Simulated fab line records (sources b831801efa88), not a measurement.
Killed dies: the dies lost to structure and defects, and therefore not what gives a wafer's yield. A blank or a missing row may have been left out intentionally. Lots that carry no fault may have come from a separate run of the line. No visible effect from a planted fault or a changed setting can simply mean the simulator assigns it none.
fab line records    flow gf180mcu
record lots=6  wafers=18  last_day=33
route steps=602 shown M1@334 V1@335
lots that met no fault: from a run of the same line without faults
start_h: hours from the record's opening day to when the first of the lot's shown wafers began    wait_h: time in hours since the lot's previous step    " repeats the value in the row above    L1.1+2: one row covering several wafers at once    - no value, or no start was given    * or withheld: withheld    < > ~ a bound
route shown NAME@n: names a module that has steps shown in the file, with the first one's number in the route    usual: the fault-free wafers' mean and standard deviation    same: alike in all rows    chamber/n: place in a boat    sites: per-site readings    _std_site: the standard deviation of these    _edge_site: the outer-site mean with the inner-site mean subtracted    radius_mm: how far each site lies from the wafer's centre    mask NAME#n: copy n    behind: the most recent tool/chamber to have shaped the wafer    hold: cause of the lot's hold/its duration in hours/its outcome    device: whichever transistor did not switch (one of n, p or np)    end of line: the route-end tests of the same wafers    a step given without rows: its recipe and nothing more    killed: at the first sort, the dies lost to defects and structure; wafer yield is something else    map: a wafer's dies, marking killed ones x, the rest . and places with no die _
set.NAME: setting as actually run; set.NAME@STEP: the setting as run at that earlier step    model.NAME: the simulator's own value behind a step, which no gauge read
lots at selected steps of the route; one table per step, one row per wafer
services: when a tool's chamber went out of use (start_h, in hours from the record's first day, below 0 if earlier), for how many hours, and the reason
## steps
# step GF_M1_CLEAN_19
# recipe chemistry=DIW  dry=n2_spin
# step GF_V1_CVD_00
# recipe material=SiO2  target_thk_nm=600  sigma_open_frac=0.3  temp_c=400  time_s=100  sih4_flow_sccm=60  pressure_mtorr=6
# step GF_V1_THK_MEAS_01
# recipe reads=SiO2_of_V1_CVD_00
# usual V1_CVD_00_THK=600/6.1
lot.wafer  tool           chamber  start_h  wait_h  V1_CVD_00_THK[nm]
L571.2     film_metro-03  -        387.68   0.0     600
L571.5     "              -        "        "       607
L571.6     "              -        "        "       610
L584.2     film_metro-03  -        508.79   0.0     601
L584.4     "              -        "        "       600
L584.5     "              -        "        "       604
L585.3     film_metro-02  -        510.52   0.1     597
L585.4     "              -        "        "       587
L585.5     "              -        "        "       606
L588.4     film_metro-03  -        532.24   0.0     604
L588.5     "              -        "        "       595
L588.6     "              -        "        "       600
L590.1     film_metro-03  -        553.37   0.0     609
L590.3     "              -        "        "       605
L590.6     "              -        "        "       602
L592.2     film_metro-02  -        565.56   0.0     600
L592.3     "              -        "        "       596
L592.6     "              -        "        "       600
# step GF_V1_CVD_02
# recipe material=SiO2  target_thk_nm=850  precursor=TEOS  temp_c=400  time_s=94.851  rf_w=600
# usual heater_power_w=686/99
lot.wafer  tool      chamber  start_h  wait_h  heater_power_w  since_wet_clean_h
L571.2     pecvd-03  0        387.73   0.0     602             421
L571.5     "         0        "        "       640             -
L571.6     "         2        "        "       814             -
L584.2     pecvd-03  0        508.84   0.0     582             542
L584.4     "         2        "        "       835             -
L584.5     "         0        "        "       611             -
L585.3     pecvd-04  2        510.56   0.0     702             128
L585.4     "         1        "        "       636             -
L585.5     "         2        "        "       758             -
L588.4     pecvd-02  1        532.30   0.1     925             -
L588.5     "         0        "        "       636             -
L588.6     "         2        "        "       513             -
L590.1     pecvd-03  0        553.43   0.1     564             587
L590.3     "         1        "        "       634             587
L590.6     "         1        "        "       678             -
L592.2     pecvd-03  0        565.61   0.0     570             599
L592.3     "         2        "        "       843             599
L592.6     "         0        "        "       604             -
# step GF_V1_THK_MEAS_03
# recipe reads=SiO2_of_V1_CVD_02
# usual V1_CVD_02_THK=855/12
lot.wafer  tool           chamber  start_h  wait_h  V1_CVD_02_THK[nm]
L571.2     film_metro-03  -        387.81   0.0     853
L571.5     "              -        "        "       862
L571.6     "              -        "        "       849
L584.2     film_metro-02  -        508.92   0.0     861
L584.4     "              -        "        "       868
L584.5     "              -        "        "       860
L585.3     film_metro-03  -        510.65   0.1     848
L585.4     "              -        "        "       865
L585.5     "              -        "        "       865
L588.4     film_metro-02  -        532.37   0.0     873
L588.5     "              -        "        "       834
L588.6     "              -        "        "       849
L590.1     film_metro-02  -        553.50   0.0     852
L590.3     "              -        "        "       853
L590.6     "              -        "        "       870
L592.2     film_metro-04  -        565.69   0.0     849
L592.3     "              -        "        "       859
L592.6     "              -        "        "       863
# step GF_V1_CMP_04
# recipe material=SiO2  down_force_psi=4  platen_rpm=60  pad_velocity_m_s=0.94248
# usual motor_current_A=11.5/0.91  time_to_endpoint_s=84/7.7
lot.wafer  tool    chamber  start_h  wait_h  motor_current_A  time_to_endpoint_s
L571.2     cmp-01  0        388.01   0.2     10.5             91
L571.5     "       1        "        "       12.8             84
L571.6     "       2        "        "       9.9              83
L584.4     cmp-01  3        508.97   0.0     12.2             92
L584.2     "       2        "        "       10.7             93
L584.5     "       3        "        "       11.5             89
L585.4     cmp-01  3        510.79   0.1     12.0             86
L585.3     "       0        "        "       11.1             88
L585.5     "       1        "        "       12.1             88
L588.4     cmp-01  1        532.40   0.0     12.7             91
L588.6     "       1        "        "       12.7             81
L588.5     "       2        "        "       9.9              81
L590.1     cmp-02  1        553.66   0.1     10.9             79
L590.3     "       2        "        "       12.3             85
L590.6     "       0        "        "       10.8             85
L592.2     cmp-01  3        565.84   0.1     12.1             83
L592.3     "       0        "        "       11.0             99
L592.6     "       2        "        "       10.6             95
# step GF_V1_BOW_MEAS_05
# recipe mode=bow
# usual V1_BOW=83/7.2
lot.wafer  tool           chamber  start_h  wait_h  V1_BOW[um]
L571.2     film_metro-02  -        388.18   0.1     92
L571.5     "              -        "        "       84
L571.6     "              -        "        "       84
L584.2     film_metro-04  -        509.29   0.1     89
L584.4     "              -        "        "       80
L584.5     "              -        "        "       84
L585.3     film_metro-02  -        511.03   0.1     82
L585.4     "              -        "        "       80
L585.5     "              -        "        "       91
L588.4     film_metro-03  -        532.76   0.3     85
L588.5     "              -        "        "       86
L588.6     "              -        "        "       83
L590.1     film_metro-02  -        553.86   0.1     83
L590.3     "              -        "        "       90
L590.6     "              -        "        "       87
L592.2     film_metro-02  -        566.06   0.2     87
L592.3     "              -        "        "       87
L592.6     "              -        "        "       82
# step GF_V1_DEHYDRATE_06
# recipe temp_c=200  time_s=60
# step GF_V1_HMDS_07
# recipe prime_time_s=60  prime_temp_c=120
# step GF_V1_COAT_08
# recipe resist=BARC  temp_c=withheld  time_s=withheld  spin_rpm=withheld  resist_thk_nm=withheld
# step GF_V1_COAT_09
# recipe resist=KrF  spin_rpm=withheld  resist_thk_nm=1000
# step GF_V1_SOFTBAKE_10
# recipe temp_c=130  time_s=60  resist=KrF
# step GF_V1_EXPOSE_11
# recipe mask_id=Via1  target_cd_nm=260  na=0.68  source_shape=conventional  sigma_outer=0.6  dose_mj=38
# usual exposure_dose_mJ_cm2=38.10/0.14  focus_offset_nm=0.1/0.68  stage_vel_mm_s=499.99/0.22
lot.wafer  tool            chamber  start_h  wait_h  mask    exposure_dose_mJ_cm2  focus_offset_nm  stage_vel_mm_s
L571.2     krf_scanner-02  0        400.04   -       Via1#0  38.23                 -0.8             499.72
L571.5     "               0        "        "       Via1#0  38.26                 0.3              499.95
L571.6     "               0        "        "       Via1#0  38.21                 -0.7             500.22
L584.2     krf_scanner-02  -        521.01   -       Via1#0  -                     -                -
L584.4     "               -        "        "       Via1#0  -                     -                -
L584.5     "               -        "        "       Via1#0  -                     -                -
L585.3     krf_scanner-01  -        522.74   -       Via1#0  -                     -                -
L585.4     "               -        "        "       Via1#0  -                     -                -
L585.5     "               -        "        "       Via1#0  -                     -                -
L588.4     krf_scanner-01  0        544.13   -       Via1#0  37.96                 -0.5             500.09
L588.5     "               0        "        "       Via1#0  37.97                 -0.5             499.48
L588.6     "               0        "        "       Via1#0  38.03                 0.1              500.09
L590.1     krf_scanner-01  0        565.26   -       Via1#0  37.94                 1.1              499.74
L590.3     "               0        "        "       Via1#0  37.97                 0.7              499.91
L590.6     "               0        "        "       Via1#0  37.97                 1.1              500.15
L592.2     krf_scanner-01  0        577.08   -       Via1#0  38.07                 -0.6             500.03
L592.3     "               0        "        "       Via1#0  38.03                 0.0              499.89
L592.6     "               0        "        "       Via1#0  37.97                 -0.3             500.06
# step GF_V1_PEB_12
# recipe peb_temp_c=135  peb_time_s=90  resist=KrF
## services
tool            chamber  start_h  hours  kind
krf_scanner-01  -        365.78   0.8    pm
krf_scanner-02  -        371.16   1.3    pm
pecvd-03        0        371.73   5.1    repair
krf_scanner-01  -        373.14   1.3    pm
krf_scanner-02  -        378.04   0.8    pm
krf_scanner-02  -        395.54   1.0    pm
krf_scanner-01  -        398.38   3.6    pm
krf_scanner-01  -        417.26   4.9    repair
krf_scanner-02  -        424.91   10.3   repair
krf_scanner-01  -        435.51   1.9    repair
cmp-01          -        446.18   0.4    repair
cmp-01          -        460.91   1.7    repair
krf_scanner-02  -        478.02   4.4    pm
krf_scanner-01  -        484.73   3.3    repair
krf_scanner-01  -        488.04   1.0    pm
cmp-01          -        492.65   7.2    pm
krf_scanner-01  -        514.49   4.0    pm
krf_scanner-01  -        518.98   1.7    repair
cmp-01          -        524.72   2.5    repair
krf_scanner-01  -        526.23   4.4    pm
krf_scanner-01  -        534.58   0.8    pm
krf_scanner-01  -        549.04   1.3    pm
cmp-01          -        572.00   4.0    pm
cmp-01          -        573.08   0.6    repair
## key
first_sign step=GF_V1_EXPOSE_11  reading=tool_record  direction=missing
effect none on later readings
met_at GF_V1_EXPOSE_11
struck_wafers L584.2,L584.4,L584.5,L585.3,L585.4,L585.5
later_rows_left_out L584.2,L584.4,L584.5,L585.3,L585.4,L585.5
sort_left_out L584.2,L584.4,L584.5,L585.3,L585.4,L585.5
onset_between 400.04 521.01
fault kind=skipped_step_whole  tool=krf_scanner-01,krf_scanner-02  chamber=-  onset_h=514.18  steps=GF_V1_EXPOSE_11  scope=struck_lots_only
# sort_left_out: the simulated sort isn't trusted on such a fault, so these wafers' sort isn't shown, and their yield isn't known
# later_rows_left_out: the simulator's readings of these wafers behind a module that went badly wrong aren't trusted and aren't shown, but for the sort
